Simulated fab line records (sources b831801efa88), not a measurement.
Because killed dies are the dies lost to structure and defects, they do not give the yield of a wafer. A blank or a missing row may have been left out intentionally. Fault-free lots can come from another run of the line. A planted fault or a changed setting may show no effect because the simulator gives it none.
The tool behind it: which one? || flow sky130 || Sampling: 14 lots, 42 wafers, 3 of 708 route steps

## WHAT THE GAUGES READ, wafer by wafer
No reading from a measuring or inspecting step in the record can be judged against a usual standard deviation.

## WHAT TOOL EACH LOT RAN ON (gives the tool, then ch and the chambers of the sampled wafers, and finally the start)
{"lot": "L928", "SKY_CAP2M_COAT_07": "lithoTrack-04 ch 0, day 40 06:32", "SKY_CAP2M_STRIP_14": "plasmaAsher-03 ch 0,1, day 40 19:43", "SKY_PAD_OPEN_PROBE_99": "-"}
{"lot": "L931", "SKY_CAP2M_COAT_07": "lithoTrack-04 ch 0, day 41 09:32", "SKY_CAP2M_STRIP_14": "plasmaAsher-03 ch 0,1, day 41 21:44", "SKY_PAD_OPEN_PROBE_99": "-"}
{"lot": "L930", "SKY_CAP2M_COAT_07": "lithoTrack-04 ch 0, day 41 15:20", "SKY_CAP2M_STRIP_14": "plasmaAsher-02 ch 0,1, day 42 03:49", "SKY_PAD_OPEN_PROBE_99": "prober-02, day 46 23:28"}
{"lot": "L932", "SKY_CAP2M_COAT_07": "lithoTrack-04 ch 0, day 41 23:09", "SKY_CAP2M_STRIP_14": "plasmaAsher-01 ch 0, day 42 10:11", "SKY_PAD_OPEN_PROBE_99": "prober-01, day 47 05:55"}
{"lot": "L933", "SKY_CAP2M_COAT_07": "lithoTrack-04 ch 0, day 42 01:21", "SKY_CAP2M_STRIP_14": "plasmaAsher-02 ch 0,1, day 42 12:55", "SKY_PAD_OPEN_PROBE_99": "-"}
{"lot": "L935", "SKY_CAP2M_COAT_07": "lithoTrack-04 ch 0, day 42 05:26", "SKY_CAP2M_STRIP_14": "plasmaAsher-03 ch 0,1, day 42 17:09", "SKY_PAD_OPEN_PROBE_99": "-"}
{"lot": "L934", "SKY_CAP2M_COAT_07": "lithoTrack-04 ch 0, day 42 08:42", "SKY_CAP2M_STRIP_14": "plasmaAsher-03 ch 0,1, day 42 21:07", "SKY_PAD_OPEN_PROBE_99": "-"}
{"lot": "L940", "SKY_CAP2M_COAT_07": "lithoTrack-03 ch 0, day 44 14:48", "SKY_CAP2M_STRIP_14": "plasmaAsher-02 ch 0,1, day 45 01:41", "SKY_PAD_OPEN_PROBE_99": "-"}
{"lot": "L945", "SKY_CAP2M_COAT_07": "lithoTrack-03 ch 0, day 45 01:00", "SKY_CAP2M_STRIP_14": "plasmaAsher-03 ch 0,1, day 45 11:38", "SKY_PAD_OPEN_PROBE_99": "-"}
{"lot": "L947", "SKY_CAP2M_COAT_07": "lithoTrack-03 ch 0, day 45 13:15", "SKY_CAP2M_STRIP_14": "plasmaAsher-02 ch 0,1, day 46 00:05", "SKY_PAD_OPEN_PROBE_99": "-"}
{"lot": "L949", "SKY_CAP2M_COAT_07": "lithoTrack-04 ch 0, day 46 00:38", "SKY_CAP2M_STRIP_14": "plasmaAsher-03 ch 0,1, day 46 10:59", "SKY_PAD_OPEN_PROBE_99": "-"}
{"lot": "L948", "SKY_CAP2M_COAT_07": "lithoTrack-03 ch 0, day 46 02:18", "SKY_CAP2M_STRIP_14": "plasmaAsher-01 ch 0,1, day 46 12:46", "SKY_PAD_OPEN_PROBE_99": "-"}
{"lot": "L950", "SKY_CAP2M_COAT_07": "lithoTrack-03 ch 0, day 46 10:49", "SKY_CAP2M_STRIP_14": "plasmaAsher-03 ch 0,1, day 46 21:34", "SKY_PAD_OPEN_PROBE_99": "-"}
{"lot": "L951", "SKY_CAP2M_COAT_07": "lithoTrack-02 ch 0, day 46 15:43", "SKY_CAP2M_STRIP_14": "plasmaAsher-02 ch 0,1, day 47 02:50", "SKY_PAD_OPEN_PROBE_99": "-"}
- SKY_CAP2M_COAT_07: resist thk 1140 nm.
- SKY_CAP2M_STRIP_14: strips in O2/N2.
- SKY_PAD_OPEN_PROBE_99

## WHAT THE TOOLS THEMSELVES READ (means of the sampled wafers that have a number; where no wafer has one, the mark that the record gives instead)
SKY_CAP2M_STRIP_14.
{"lot": "L928", "tool": "plasmaAsher-03", "drypumpMotorCurrentA (A)": 5.0, "oesProductAu (a.u.)": 0.708, "stripTimeToEndpointS (s)": 12.68}
{"lot": "L931", "tool": "plasmaAsher-03", "drypumpMotorCurrentA (A)": 5.1, "oesProductAu (a.u.)": 0.714, "stripTimeToEndpointS (s)": 12.68}
{"lot": "L930", "tool": "plasmaAsher-02", "drypumpMotorCurrentA (A)": 5.7, "oesProductAu (a.u.)": 0.709, "stripTimeToEndpointS (s)": 12.62}
{"lot": "L932", "tool": "plasmaAsher-01", "drypumpMotorCurrentA (A)": 5.9, "oesProductAu (a.u.)": 0.715, "stripTimeToEndpointS (s)": 12.67}
{"lot": "L933", "tool": "plasmaAsher-02", "drypumpMotorCurrentA (A)": 5.7, "oesProductAu (a.u.)": 0.712, "stripTimeToEndpointS (s)": 12.65}
{"lot": "L935", "tool": "plasmaAsher-03", "drypumpMotorCurrentA (A)": 5.0, "oesProductAu (a.u.)": 0.711, "stripTimeToEndpointS (s)": 12.80}
{"lot": "L934", "tool": "plasmaAsher-03", "drypumpMotorCurrentA (A)": 5.0, "oesProductAu (a.u.)": 0.714, "stripTimeToEndpointS (s)": 12.80}
{"lot": "L940", "tool": "plasmaAsher-02", "drypumpMotorCurrentA (A)": 5.6, "oesProductAu (a.u.)": 0.711, "stripTimeToEndpointS (s)": 12.62}
{"lot": "L945", "tool": "plasmaAsher-03", "drypumpMotorCurrentA (A)": 5.0, "oesProductAu (a.u.)": 0.709, "stripTimeToEndpointS (s)": 12.69}
{"lot": "L947", "tool": "plasmaAsher-02", "drypumpMotorCurrentA (A)": 5.7, "oesProductAu (a.u.)": 0.710, "stripTimeToEndpointS (s)": 12.64}
{"lot": "L949", "tool": "plasmaAsher-03", "drypumpMotorCurrentA (A)": 5.1, "oesProductAu (a.u.)": 0.712, "stripTimeToEndpointS (s)": 12.59}
{"lot": "L948", "tool": "plasmaAsher-01", "drypumpMotorCurrentA (A)": 5.9, "oesProductAu (a.u.)": 0.706, "stripTimeToEndpointS (s)": 12.64}
{"lot": "L950", "tool": "plasmaAsher-03", "drypumpMotorCurrentA (A)": 5.0, "oesProductAu (a.u.)": 0.713, "stripTimeToEndpointS (s)": 12.67}
{"lot": "L951", "tool": "plasmaAsher-02", "drypumpMotorCurrentA (A)": 5.6, "oesProductAu (a.u.)": 0.712, "stripTimeToEndpointS (s)": 12.65}

SKY_PAD_OPEN_PROBE_99.
{"lot": "L930", "tool": "prober-02", "defectLimitedYield (%)": 79.1, "killed_at_M0_to_M3": 52, "killed_at_M4_up": 5.0, "killedAtContacts": 29, "killedAtFrontEnd": 16, "killedAtOther": 1.0, "killedDies": 103, "killedOpen": 61, "killedShort": 42, "sort_bin_3_pad_short (%)": 0.7, "sort_bin_5_function (%)": 12.7, "sort_bin_6_memory (%)": 7.5, "sortNPass": 389, "sortYieldPct (%)": 79.1}
{"lot": "L932", "tool": "prober-01", "defectLimitedYield (%)": 82.1, "killed_at_M0_to_M3": 48, "killed_at_M4_up": 3.3, "killedAtContacts": 23, "killedAtFrontEnd": 14, "killedAtOther": 0.0, "killedDies": 88, "killedOpen": 49, "killedShort": 38, "sort_bin_3_pad_short (%)": 0.8, "sort_bin_5_function (%)": 11.1, "sort_bin_6_memory (%)": 6.0, "sortNPass": 404, "sortYieldPct (%)": 82.1}

## THE ANSWER, worked out from the rows above alone
Rule: what is usual is taken from the lots themselves. Put in order of their means at a reading, lots are off if they are a third of the lots or fewer, leave a main group of 4 or more, and stand apart from it by a gap of 3 or more times the standard deviation of the main group's means; of several such gaps the widest counts. Not used: any main group whose means are identical at the precision the tables above print for the reading. A lot without any number at a reading at which 4 lots or more have one is off too. Where the step has rows for the other lots, those lots are counted as sound. Order of review: gauges by route order, followed by the tools' own readings, for which a lot's mean as printed above is used. At the first step where some lot is off, the reading lying furthest off is the one used; lots without a number count as furthest.
Off, at SKY_CAP2M_STRIP_14 on stripTimeToEndpointS: L935, L934. The main group: mean 12.65 s, standard deviation 0.029.
If a tool, at that step or one of the process steps before it, ran each lot that is off and ran no sound lot following the first of them, it fits. Of those tried, none fits.

## WHAT WAS PUT IN BY THE SIMULATOR
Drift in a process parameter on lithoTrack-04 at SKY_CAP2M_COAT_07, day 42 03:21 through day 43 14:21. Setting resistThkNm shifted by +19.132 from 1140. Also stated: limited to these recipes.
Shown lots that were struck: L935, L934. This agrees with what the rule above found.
